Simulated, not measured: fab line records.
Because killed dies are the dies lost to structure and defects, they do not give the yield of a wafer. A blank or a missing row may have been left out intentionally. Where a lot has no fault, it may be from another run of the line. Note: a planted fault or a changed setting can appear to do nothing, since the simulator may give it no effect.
fab line records	flow sky130
record lots=5	wafers=15	last-day=49
route steps=708 shown GATE_OXIDE@198 POLY_GATE@204 RES_PROTECT@206 PAD_OPEN@708
lots with no fault: from the same line, run without faults
start-h: hours from the record's opening day to when the first of the lot's shown wafers began	wait-h: hours elapsed since this lot's preceding step	" the same as in the row above	L1.1+2: a single row standing in for several wafers	- no value, or no start given	* or withheld: withheld	< > ~ a bound
route shown NAME@n: names a module that has steps shown in the file, with the first one's number in the route	usual: mean/standard deviation taken from wafers without a fault	same: alike in all rows	chamber/n: place in a boat	sites: the reading at each site	_std_site: the values' standard deviation	_edge_site: the outer-site mean with the inner-site mean subtracted	radius-mm: for every site, how far away it sits from the centre of the wafer	mask NAME#n: copy n	behind: the most recent tool/chamber to have shaped the wafer	hold: reason for holding the lot/hours on hold/outcome of the hold	device: the transistor (n, p or np) that didn't switch	end of line: at the end of the route, the tests of the same wafers	a step with no rows: only its recipe	killed: dies lost to structure and defects at the first sort, not the wafer's yield	map: shows each die of a wafer: x if killed, . if not, _ if none is there
set.NAME: the run value of the setting; set.NAME@STEP: its run value at that earlier step	model.NAME: the simulator's own value behind a step, which no gauge read
lots at some steps of the route; a table a step, a row a wafer
services: when a tool's chamber went out of use (start-h, in hours from the record's first day, below 0 if earlier), for how many hours, and the reason
## steps
# step SKY_GATE_OXIDE_IMPLANT_11
# recipe species=B	energy-kev=10	dose-cm2=2.6e+12	tilt-deg=withheld
# step SKY_GATE_OXIDE_WET_ETCH_12
# recipe chemistry=dHF	target-depth-nm=16.8	dry=n2-spin	target=SiO2	dilution=100:1	temp-c=25	time-s=336
# step SKY_GATE_OXIDE_STRIP_13
# recipe chemistry=O2/N2	power-w=1400	pressure-mtorr=1500	platen-temp-c=withheld	o2-flow-sccm=3000	n2-flow-sccm=300	overash-fraction=0.5
# usual drypump-motor-current-A=5.9/0.44	oes-product-au=0.715/0.0047	strip-time-to-endpoint-s=14.18/0.037
# same overash-fraction=0.5
lot.wafer	tool	chamber	start-h	wait-h	drypump-motor-current-A	oes-product-au	rf-hours-counter-h	strip-time-to-endpoint-s
L226.2	plasma-asher-03	1	312.43	0.0	6.0	0.720	64	14.14
L226.4	"	0	"	"	6.0	0.714	-	14.09
L226.5	"	1	"	"	6.0	0.718	-	14.14
L229.1	plasma-asher-04	1	334.74	0.0	5.2	0.724	52	14.20
L229.2	"	0	"	"	6.3	0.715	52	14.21
L229.3	"	0	"	"	6.3	0.713	-	14.20
L231.2	plasma-asher-03	1	369.33	0.0	6.0	0.712	69	14.22
L231.3	"	1	"	"	6.0	0.709	-	14.17
L231.6	"	1	"	"	6.0	0.719	-	14.21
L238.1	plasma-asher-04	0	411.48	0.0	6.3	0.717	60	14.12
L238.4	"	1	"	"	5.2	0.717	-	14.18
L238.6	"	1	"	"	5.2	0.701	-	14.14
L242.1	plasma-asher-03	0	452.34	0.0	6.0	0.718	78	14.20
L242.2	"	1	"	"	6.0	0.711	78	14.19
L242.4	"	0	"	"	6.0	0.712	-	14.19
# step SKY_GATE_OXIDE_TW_MEAS_14
# usual GATE_OXIDE_TW=224.6/1.4
lot.wafer	tool	chamber	start-h	wait-h	GATE_OXIDE_TW
L226.2	film-metro-02	-	312.54	0.1	226.2
L226.4	"	-	"	"	225.9
L226.5	"	-	"	"	227.1
L229.1	film-metro-02	-	334.84	0.1	226.3
L229.2	"	-	"	"	224.7
L229.3	"	-	"	"	225.5
L231.2	film-metro-02	-	369.44	0.1	224.9
L231.3	"	-	"	"	225.9
L231.6	"	-	"	"	225.7
L238.1	film-metro-02	-	411.58	0.1	224.9
L238.4	"	-	"	"	225.1
L238.6	"	-	"	"	224.9
L242.1	film-metro-01	-	452.44	0.1	223.9
L242.2	"	-	"	"	224.7
L242.4	"	-	"	"	224.0
# step SKY_GATE_OXIDE_CLEAN_15
# recipe chemistry=SC1/SC2	mix=1:4:20	temp-c=70	time-s=150	dry=n2-spin
# step SKY_GATE_OXIDE_OXIDATION_16
# recipe temp-c=800	ambient=O2	idle-temp-c=700	ramp-up-c-per-min=10	ramp-down-c-per-min=3	stabilise-s=600	purge-s=300	target-thk-a=35.7	ox-time-s=1915
# step SKY_POLY_GATE_CVD_00
# recipe material=poly-Si	target-thk-nm=180	temp-c=620	time-s=720	pressure-mtorr=200
# step SKY_POLY_GATE_THK_MEAS_01
# recipe reads=poly-Si_of_POLY_GATE_CVD_00
# usual POLY_GATE_CVD_00_THK=179.2/1.6
lot.wafer	tool	chamber	start-h	wait-h	POLY_GATE_CVD_00_THK[nm]
L226.2	film-metro-04	-	315.68	0.0	180.6
L226.4	"	-	"	"	181.9
L226.5	"	-	"	"	182.0
L229.1	film-metro-04	-	337.73	0.0	177.9
L229.2	"	-	"	"	177.5
L229.3	"	-	"	"	177.8
L231.2	film-metro-01	-	375.21	0.0	177.2
L231.3	"	-	"	"	178.2
L231.6	"	-	"	"	178.7
L238.1	film-metro-02	-	416.64	0.0	180.0
L238.4	"	-	"	"	178.5
L238.6	"	-	"	"	180.2
L242.1	film-metro-02	-	455.88	0.0	178.7
L242.2	"	-	"	"	179.4
L242.4	"	-	"	"	180.6
# step SKY_RES_PROTECT_DEHYDRATE_00
# recipe temp-c=200	time-s=60
# step SKY_RES_PROTECT_HMDS_01
# recipe prime-time-s=60	prime-temp-c=120
# step SKY_RES_PROTECT_COAT_02
# recipe resist=NOVOLAK	spin-rpm=3000	resist-thk-nm=1140
# step SKY_RES_PROTECT_SOFTBAKE_03
# recipe temp-c=90	time-s=60	resist=NOVOLAK
# step SKY_RES_PROTECT_EXPOSE_04
# recipe mask-id=RPM	na=0.6	source-shape=conventional	sigma-outer=0.6	polarization=unpolarized	target-cd-nm=1270	dose-mj=131
# same na=0.6
lot.wafer	tool	chamber	start-h	wait-h	mask
L226.2+4+5	iline-stepper-01	0	329.73	-	RPM#0
L229.1+2+3	iline-stepper-01	0	350.88	-	RPM#0
L231.2+3+6	iline-stepper-01	0	389.70	-	RPM_R1#0
L238.1+4+6	iline-stepper-02	0	431.83	-	RPM#0
L242.1+2+4	iline-stepper-02	0	470.24	-	RPM#0
# step SKY_RES_PROTECT_PEB_05
# recipe temp-c=withheld	time-s=*	resist=NOVOLAK
# step SKY_PAD_OPEN_PROBE_99
# usual killed_at_M0_to_M3=44/6.4	killed_at_M4_up=3.4/2.1	killed-at-contacts=23/5	killed-at-front-end=15/4.5	killed-at-other=0.3/0.54	killed-dies=86/9.5	killed-open=48/6.9	killed-short=38/5.9
# same gross-dies=492	killed-at-back-side=0
lot.wafer	tool	chamber	start-h	wait-h	killed_at_M0_to_M3	killed_at_M4_up	killed-at-contacts	killed-at-front-end	killed-at-other	killed-dies	killed-open	killed-short
L226.2	prober-02	-	1078.53	0.1	49	2	25	16	0	92	41	51
L226.4	prober-02	-	1078.63	0.2	46	5	33	21	0	105	58	47
L226.5	prober-02	-	1078.68	0.2	45	3	23	16	0	87	47	40
L229.1	prober-01	-	1094.73	0.1	38	2	27	11	0	78	45	33
L229.2	prober-01	-	1094.78	0.1	38	4	16	17	0	75	45	30
L229.3	prober-01	-	1094.83	0.2	49	5	24	9	0	87	45	42
L238.1	prober-02	-	1147.58	0.1	55	6	28	17	1	107	67	38
L238.4	prober-02	-	1147.73	0.2	59	4	19	19	0	101	52	47
L238.6	prober-02	-	1147.83	0.2	56	2	19	27	0	104	48	56
# killed by level:class
L226.2 VIA1:geometric-particle:open=10 FIELD_ISO:geometric-particle:short=9 VIA3:geometric-particle:short=8 CONTACT:geometric-particle:open=8 VIA1:geometric-particle:short=7 VIA2:geometric-particle:open=7 LI_CONTACT:geometric-particle:open=5 LOCAL_INTERCONNECT:geometric-particle:short=5
L226.4 VIA1:geometric-particle:open=12 LI_CONTACT:geometric-particle:open=11 VIA2:geometric-particle:open=8 CONTACT:geometric-particle:short=7 CONTACT:geometric-particle:open=7 FIELD_ISO:geometric-particle:open=6 METAL1:geometric-particle:short=6 METAL2:geometric-particle:short=6
L226.5 VIA3:geometric-particle:short=10 VIA3:geometric-particle:open=9 VIA1:geometric-particle:open=8 LI_CONTACT:geometric-particle:open=7 CONTACT:geometric-particle:short=6 CONTACT:geometric-particle:open=6 VIA2:geometric-particle:open=6 FIELD_ISO:geometric-particle:open=5
L229.1 CONTACT:geometric-particle:open=10 VIA2:geometric-particle:open=7 LI_CONTACT:geometric-particle:open=7 VIA1:geometric-particle:open=6 FIELD_ISO:geometric-particle:open=5 LI_CONTACT:geometric-particle:short=4 VIA1:geometric-particle:short=4 METAL2:geometric-particle:short=4
L229.2 VIA1:geometric-particle:open=16 FIELD_ISO:geometric-particle:open=8 CONTACT:geometric-particle:short=7 CONTACT:geometric-particle:open=6 VIA1:geometric-particle:short=5 POLY_GATE:geometric-particle:open=4 METAL3:geometric-particle:short=3 VIA3:geometric-particle:open=3
L229.3 METAL2:geometric-particle:short=10 VIA2:geometric-particle:open=10 CONTACT:geometric-particle:open=7 VIA1:geometric-particle:open=7 LI_CONTACT:geometric-particle:open=6 METAL1:geometric-particle:short=6 METAL3:geometric-particle:short=5 CONTACT:geometric-particle:short=4
L238.1 CONTACT:geometric-particle:open=12 VIA3:geometric-particle:open=11 VIA1:geometric-particle:open=11 VIA2:geometric-particle:open=11 METAL2:geometric-particle:short=7 FIELD_ISO:geometric-particle:open=6 VIA2:geometric-particle:short=6 POLY_GATE:geometric-particle:open=5
L238.4 VIA1:geometric-particle:open=24 METAL2:geometric-particle:short=7 VIA3:geometric-particle:open=7 METAL1:geometric-particle:short=6 POLY_GATE:geometric-particle:short=6 LOCAL_INTERCONNECT:geometric-particle:short=5 CONTACT:geometric-particle:short=5 CONTACT:geometric-particle:open=5
L238.6 METAL1:geometric-particle:short=11 VIA1:geometric-particle:open=10 METAL2:geometric-particle:short=10 CONTACT:geometric-particle:open=7 POLY_GATE:geometric-particle:short=5 POLY_GATE:geometric-particle:open=4 VIA3:geometric-particle:open=4 VIA2:geometric-particle:open=4
## services
tool	chamber	start-h	hours	kind
iline-stepper-01	-	293.51	4.6	repair
iline-stepper-01	-	294.10	1.0	repair
iline-stepper-02	-	301.56	1.7	pm
iline-stepper-01	-	305.13	0.7	repair
plasma-asher-03	-	332.32	1.4	repair
iline-stepper-01	-	380.04	1.7	pm
iline-stepper-02	-	382.51	7.9	repair
plasma-asher-04	-	421.64	14.6	pm
iline-stepper-02	0	469.34	-	calibration
## key
first-sign step=SKY_RES_PROTECT_EXPOSE_04	reading=mask	direction=changed
effect none on later readings
met-at SKY_RES_PROTECT_EXPOSE_04
struck-wafers L231.2,L231.3,L231.6
tester-left-out L231
onset-between 350.88 389.70
fault kind=wrong-mask	tool=any	chamber=-	onset-h=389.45	steps=SKY_RES_PROTECT_EXPOSE_04	aux-copy=RPM_R1#0	cd-offset-nm=190	scope=struck-lots-only
# tester-left-out: of these lots the tester's yield and bins aren't shown, on N5 and GAA mostly nor the transistor test; their killed dies are dies lost to structure and defects alone, not to doping, threshold or leakage, so they don't give the yield
